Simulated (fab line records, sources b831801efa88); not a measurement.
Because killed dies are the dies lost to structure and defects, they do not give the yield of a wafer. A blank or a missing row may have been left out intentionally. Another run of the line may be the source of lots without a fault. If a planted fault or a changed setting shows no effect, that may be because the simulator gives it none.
Problem report, 8D (eight disciplines) form, completed by code | flow sky130 | the parts of the form that need people (team, actions taken, sign-off) are left out

== 1. PROBLEM STATEMENT ==
stripTimeToEndpointS at SKY_METAL5_STRIP_16 reads a mean of 14.44 s on 1 wafer of 1 lot; wafers without a fault read 12.99 s with a standard deviation of 0.11. That is +13 standard deviations from the usual mean.
The step: strips in O2/N2.
Seen first at day 48 08:52 on plasmaAsher-01, wafer L859.5. The record has a number at this step for 39 wafers belonging to 13 lots. The rule behind "out" and "out of limits": a value lying over 4 standard deviations away from the usual mean. The other wafers with a number count as sound.

== 2. WHAT THIS IS AND IS NOT ==
question                    | is                   | is not
which readings at this step | stripTimeToEndpointS | drypumpMotorCurrentA, oesProductAu
which lots                  | L859                 | L841, L843, L844, L845, L846, L847, L849, L850, L851, L860, L861, L864
which wafers of those lots  | L859.5               | L859.3, L859.6
read on which tools         | plasmaAsher-01       | plasmaAsher-02, plasmaAsher-04
when                        | from day 48 08:52    | up to then (29 sound wafers); but 9 sound wafers of L860, L861, L864 came after

== 3. WHAT RULES OUT EACH SUSPECT ==
Counting: a tool at a process step up to the reading stays a suspect if it ran every lot that is out. Sound lots after the first of them don't rule it out here, since some wafers of a struck lot are sound.
- rieMetal-04 at SKY_METAL4_DESCUM_15 (chemistry O2, time 8 s): kept. It processed L859, the lot that is out, at day 46 14:59, and its most recent sound lot before then was L844 at day 42 14:43.
- rieMetal-04 at SKY_METAL4_ETCH_16 (etches BARC in N2/H2, stops on SiO2, time 88.2 s, target depth 60 nm): kept. It processed L859, the lot that is out, at day 46 15:02, and its most recent sound lot before then was L844 at day 42 14:45.
- rieMetal-02 at SKY_METAL5_METAL_ETCH_15 (etches the open film in Cl2/BCl3, stops on SiO2, target depth 1260 nm, time 252 s): kept. It processed L859, the lot that is out, at day 48 08:40, and its most recent sound lot before then was L851 at day 46 13:32.
- plasmaAsher-01 at SKY_METAL5_STRIP_16 (strips in O2/N2): kept. It processed L859, the lot that is out, at day 48 08:52, and its most recent sound lot before then was L845 at day 44 21:35. Its own stripTimeToEndpointS readings are out on those wafers.
- Within rieMetal-04 at SKY_METAL4_DESCUM_15, the wafers that are out were processed in chamber 1 and their sound lot-mates in chamber 0.
- Within rieMetal-04 at SKY_METAL4_ETCH_16, the wafers that are out were processed in chamber 1 and their sound lot-mates in chamber 0.
- Within plasmaAsher-01 at SKY_METAL5_STRIP_16, the wafers that are out were processed in chamber 0 and their sound lot-mates in chamber 1.
Left after counting: rieMetal-04 at SKY_METAL4_DESCUM_15, rieMetal-04 at SKY_METAL4_ETCH_16, rieMetal-02 at SKY_METAL5_METAL_ETCH_15, plasmaAsher-01 at SKY_METAL5_STRIP_16.

== 4. THE CAUSE (what the simulator had put in) ==
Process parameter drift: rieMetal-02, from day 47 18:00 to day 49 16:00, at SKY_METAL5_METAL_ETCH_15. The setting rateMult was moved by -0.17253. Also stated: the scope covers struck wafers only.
4 suspects survive the count, and this tool is in that group.

== 5. SEQUENCE OF EFFECTS, ordered by route ==
Rows list readings where the struck wafers' mean (over those with a number) sits beyond 3 standard deviations from the usual. Only readings for which the record gives a usual standard deviation are gone through. hours: the time from each lot's start at the first step in this table that gives one to its start at this step, as a median over the lots. sigmas: the change in usual standard deviations.
hours | step                | reading              | usual   | on struck wafers | change | sigmas
0     | SKY_METAL5_STRIP_16 | stripTimeToEndpointS | 12.99 s | 14.44            | +1.45  | +13
The process steps in it:
- SKY_METAL5_STRIP_16: strips in O2/N2.

== 6. WHAT WOULD HAVE CAUGHT IT SOONER ==
In this record the first reading out of limits was taken at day 48 08:52, 15 hours after the fault began at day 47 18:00.
Tool readings at SKY_METAL5_METAL_ETCH_15 with a usual standard deviation given in the record: none out on any struck wafer, hence no alarm at a limit of 4 standard deviations on them.
By day 48 08:52, every lot that is out (1) had started SKY_METAL5_METAL_ETCH_15 on rieMetal-02. None of them would have been spared by holding the tool at that moment.
